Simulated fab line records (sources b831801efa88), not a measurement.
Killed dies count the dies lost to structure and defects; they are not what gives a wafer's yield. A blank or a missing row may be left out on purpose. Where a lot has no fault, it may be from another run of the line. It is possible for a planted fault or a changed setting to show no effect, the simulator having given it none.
Problem report, 8D (eight disciplines) form, completed by code    flow gf180mcu    the parts of the form that need people (team, actions taken, sign-off) are left out

== 1. THE PROBLEM ==
At GF_DUAL_GATE_STRIP_13, oesProductAu averages 0.660 a.u. over 6 wafers from 2 lots, while fault-free wafers read 0.716 a.u., standard deviation 0.0051. That puts it -11 standard deviations away from the usual mean.
The step: strips in O2/N2.
First observed at day 11 23:24: wafer L912.2, on plasmaAsher-03. The record holds 42 wafers of 14 lots with a number at this step. The rule behind "out" and "out of limits": a value lying over 4 standard deviations away from the usual mean. Any other wafer with a number is counted as sound.

== 2. WHAT THIS IS AND IS NOT ==
question                     is                      is not
which readings at this step  oesProductAu            drypumpMotorCurrentA, heaterPowerW, stripTimeToEndpointS
which lots                   L912, L914              L900, L901, L902, L903, L904, L905, L906, L908, L909, L917, L922, L923
which wafers of those lots   all that have a number  -
read on which tools          plasmaAsher-03          plasmaAsher-02, plasmaAsher-04
when                         from day 11 23:24       up to then (27 sound wafers); but 9 sound wafers of L917, L922, L923 came after

== 3. THE SUSPECTS, EACH WITH WHAT RULES IT OUT ==
Counting: any tool at a process step up to the reading is kept as a suspect provided that every lot that is out went through it and no sound lot did after the first of them.
- plasmaAsher-03 at GF_DUAL_GATE_STRIP_13 (strips in O2/N2): ruled out as a lasting fault. Following L912 (day 11 23:24), the first lot on it that is out, the sound lots L922 were run on it.
Left after counting: nothing in the record.

== 4. THE CAUSE (what the simulator had put in) ==
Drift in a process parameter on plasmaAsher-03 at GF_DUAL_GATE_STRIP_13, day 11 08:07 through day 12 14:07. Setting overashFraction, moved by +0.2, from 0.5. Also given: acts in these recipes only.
Counting ruled it out, wrongly.

== 5. THE EFFECT CHAIN, in route order ==
Each row: a reading whose mean over the struck wafers that have a number lies more than 3 standard deviations from the usual. Only readings whose record carries a usual standard deviation are examined. hours: median over the lots of the time between each lot's start at the first step of this table that gives one and its start at this step. sigmas: the change, counted in usual standard deviations.
hours  step                   reading       usual       on struck wafers  change  sigmas
0      GF_DUAL_GATE_STRIP_13  oesProductAu  0.716 a.u.  0.660             -0.056  -11
It contains these process steps:
- GF_DUAL_GATE_STRIP_13: strips in O2/N2.
Later steps that measure or inspect, where all struck wafers having a row at the step show a number for every such reading and not one has moved that far: GF_CONTACT_THK_MEAS_01.

== 6. HOW IT WOULD HAVE BEEN CAUGHT EARLIER ==
In this record the first reading out of limits was taken at day 11 23:24, 15 hours after the fault began at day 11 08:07.
